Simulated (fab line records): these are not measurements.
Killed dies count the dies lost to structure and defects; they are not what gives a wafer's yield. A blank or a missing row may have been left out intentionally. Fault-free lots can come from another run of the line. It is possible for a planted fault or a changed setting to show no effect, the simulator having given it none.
Which tool did it?	flow sky130	42 wafers from 14 lots sampled at 3 of the route's 708 steps

## WHAT EACH GAUGE READ, for each wafer
The record holds no reading of a measuring or inspecting step that can be judged against a usual standard deviation.

## EACH LOT AND THE TOOL THAT RAN IT (in order: tool; ch and the chambers of the sampled wafers; start)
lot	SKY_METAL1_SPUTTER_03	SKY_VIA1_DEVELOP_11	SKY_VIA1_CMP_24
L901	pvd_sputter-01, day 31 12:23	litho_track-04 ch 0, day 33 20:00	cmp-02 ch 1,2,3, day 33 21:40
L902	pvd_sputter-03, day 31 22:25	litho_track-04 ch 0, day 34 05:00	cmp-01 ch 1,2,3, day 34 07:07
L904	pvd_sputter-03, day 32 12:38	litho_track-04, day 34 20:00	cmp-02 ch 0,1, day 34 21:28
L905	pvd_sputter-01, day 32 20:52	litho_track-03, day 35 03:00	cmp-02 ch 0,1,3, day 35 04:44
L914	pvd_sputter-02, day 35 20:44	litho_track-04 ch 0, day 38 01:00	cmp-01 ch 1,2,3, day 38 02:40
L915	pvd_sputter-02, day 36 00:29	litho_track-02 ch 0, day 38 05:00	cmp-02 ch 1,3, day 38 07:11
L916	pvd_sputter-03, day 36 17:38	litho_track-04 ch 0, day 38 21:00	cmp-01 ch 0,2,3, day 38 23:04
L917	pvd_sputter-01, day 36 23:16	litho_track-04 ch 0, day 39 03:00	cmp-02 ch 0,2,3, day 39 05:06
L918	pvd_sputter-03, day 37 08:03	litho_track-03 ch 0, day 39 11:00	cmp-01 ch 0,1,2, day 39 13:04
L919	pvd_sputter-01, day 37 10:10	litho_track-03 ch 0, day 39 14:00	cmp-02 ch 2,3, day 39 16:22
L921	pvd_sputter-02, day 37 20:11	litho_track-02 ch 0, day 39 22:00	cmp-02 ch 0,1, day 40 03:16
L922	pvd_sputter-03, day 38 06:08	litho_track-03 ch 0, day 40 08:00	cmp-02 ch 0,1,3, day 40 09:39
L923	pvd_sputter-03, day 38 12:32	litho_track-04 ch 0, day 40 13:00	cmp-02 ch 0,2, day 40 15:11
L924	pvd_sputter-03, day 38 15:53	litho_track-03 ch 0, day 40 23:00	cmp-01 ch 0,1, day 41 00:49
- SKY_METAL1_SPUTTER_03: material Ti, target thk 5 nm, time 3.3 s.
- SKY_VIA1_DEVELOP_11: develop time 60 s.
- SKY_VIA1_CMP_24: polishes, stops on SiO2, t overpolish 15 s, target thk 0 nm.

## WHAT THE TOOLS THEMSELVES READ (means of the sampled wafers that have a number; where no wafer has one, the mark that the record gives instead)
SKY_METAL1_SPUTTER_03.
lot	tool	chamber_pressure_pa (Pa)	throttle_valve_pct (%)
L901	pvd_sputter-01	0.3997	29.8
L902	pvd_sputter-03	0.3995	29.2
L904	pvd_sputter-03	0.3997	30.6
L905	pvd_sputter-01	0.4009	30.5
L914	pvd_sputter-02	0.4002	29.3
L915	pvd_sputter-02	0.4007	29.4
L916	pvd_sputter-03	0.4005	30.1
L917	pvd_sputter-01	0.4000	30.1
L918	pvd_sputter-03	0.3988	30.0
L919	pvd_sputter-01	0.4000	30.7
L921	pvd_sputter-02	0.3994	29.3
L922	pvd_sputter-03	0.4000	27.9
L923	pvd_sputter-03	0.3998	30.7
L924	pvd_sputter-03	0.3993	29.9

SKY_VIA1_DEVELOP_11.
lot	tool	chill_plate_temp_C (C)
L901	litho_track-04	23.03
L902	litho_track-04	23.08
L904	litho_track-04	-
L905	litho_track-03	-
L914	litho_track-04	22.87
L915	litho_track-02	22.94
L916	litho_track-04	23.03
L917	litho_track-04	22.96
L918	litho_track-03	22.99
L919	litho_track-03	23.00
L921	litho_track-02	22.97
L922	litho_track-03	22.98
L923	litho_track-04	22.95
L924	litho_track-03	22.88

SKY_VIA1_CMP_24.
lot	tool	motor_current_A (A)
L901	cmp-02	11.4
L902	cmp-01	10.5
L904	cmp-02	12.0
L905	cmp-02	11.6
L914	cmp-01	11.1
L915	cmp-02	11.0
L916	cmp-01	10.3
L917	cmp-02	11.4
L918	cmp-01	11.1
L919	cmp-02	11.9
L921	cmp-02	12.1
L922	cmp-02	11.5
L923	cmp-02	12.3
L924	cmp-01	10.9

## THE ANSWER, worked out from the rows above alone
Rule: usual is defined by the lots themselves. Put in order of their means at a reading, lots are off if they are a third of the lots or fewer, leave a main group of 4 or more, and stand apart from it by a gap of 3 or more times the standard deviation of the main group's means; of several such gaps the widest counts. If all means in a main group match to the digits the tables above print for the reading, that group is not used. A lot without any number at a reading at which 4 lots or more have one is off too. All remaining lots with rows at the step are treated as sound. After the gauges, taken in route order, come the tools' own readings; for these a lot's mean is taken, as printed above. The first step at which some lot is off is used, and at that step the reading that is off furthest; a lot without a number counts as furthest.
Off: L904, L905 (SKY_VIA1_DEVELOP_11, chill_plate_temp_C). Without a number there: L904, L905. The main group has a mean of 22.97 C with a standard deviation of 0.058.
If a tool, at that step or one of the process steps before it, ran each lot that is off and ran no sound lot following the first of them, it fits. Of those tried, none fits.

## WHAT HAD BEEN PUT IN BY THE SIMULATOR
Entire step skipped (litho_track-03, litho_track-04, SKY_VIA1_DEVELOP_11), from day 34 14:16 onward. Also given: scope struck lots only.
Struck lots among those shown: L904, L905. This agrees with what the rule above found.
